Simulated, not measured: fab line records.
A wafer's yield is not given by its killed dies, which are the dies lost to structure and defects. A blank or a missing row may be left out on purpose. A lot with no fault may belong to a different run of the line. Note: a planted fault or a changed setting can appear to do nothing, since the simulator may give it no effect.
Problem report, 8D (eight disciplines) form, completed by code | flow sky130 | the parts of the form that need people (team, actions taken, sign-off) are left out

## 1. THE PROBLEM
At SKY_SONOS_ONO_SOFTBAKE_09, heater power total W averages 60.64 W over 6 wafers from 2 lots, while fault-free wafers read 56.59 W, standard deviation 0.043. Measured from the usual mean, that is +94 standard deviations.
The step: time 60 s.
Seen first at day 15 09:26 on litho track-01, wafer L344.3. The record holds 39 wafers of 13 lots with a number at this step. Rule for "out", or "out of limits": more than 4 standard deviations from the usual mean. The rest of the wafers with a number are treated as sound.

## 2. WHAT IT IS, WHAT IT ISN'T
question                    | is                                 | is not
which readings at this step | heater power total W, run length s | -
which lots                  | L344, L345                         | L334, L335, L337, L347, L348, L349, L352, L354, L355, L356, L357
which wafers of those lots  | all that have a number             | -
read on which tools         | litho track-01                     | litho track-02, litho track-03
when                        | from day 15 09:26                  | up to then (9 sound wafers); but 24 sound wafers of L347, L348, L349, L352, L354, L355, L356, L357 came after

## 3. WHAT RULES OUT EACH SUSPECT
Counting: a tool stays on the suspect list if, at a process step up to the reading, it processed all lots that are out and no sound lot following the first of them.
- litho track-01 at SKY_SONOS_ONO_SOFTBAKE_09 (time 60 s): ruled out as a lasting fault. The sound lots L354, L355, L356, L357 went through it after L344, its earliest lot that is out (day 15 09:26).
Left after counting: nothing in the record.

## 4. THE CAUSE (what the simulator had put in)
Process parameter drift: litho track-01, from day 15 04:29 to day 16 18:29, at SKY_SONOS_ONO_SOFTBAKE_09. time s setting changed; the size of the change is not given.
Counting ruled it out, wrongly.

## 5. THE CHAIN OF EFFECTS, in route order
Rows list readings where the struck wafers' mean (over those with a number) sits beyond 3 standard deviations from the usual. Readings are gone through only where the record gives a usual standard deviation; hours: the median, over the lots, of the time from a lot's start at the first step in this table giving one to that lot's start at this step; sigmas: the change measured in usual standard deviations.
hours | step                      | reading              | usual   | on struck wafers | change | sigmas
0     | SKY_SONOS_ONO_SOFTBAKE_09 | heater power total W | 56.59 W | 60.64            | +4.05  | +94
0     | SKY_SONOS_ONO_SOFTBAKE_09 | run length s         | 88.97 s | 77.31            | -11.66 | -69
It contains these process steps:
- SKY_SONOS_ONO_SOFTBAKE_09: time 60 s.

## 6. WHAT WOULD HAVE CAUGHT IT SOONER
In this record no reading fell out of limits until day 15 09:26, 5 hours after the fault had begun at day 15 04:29.
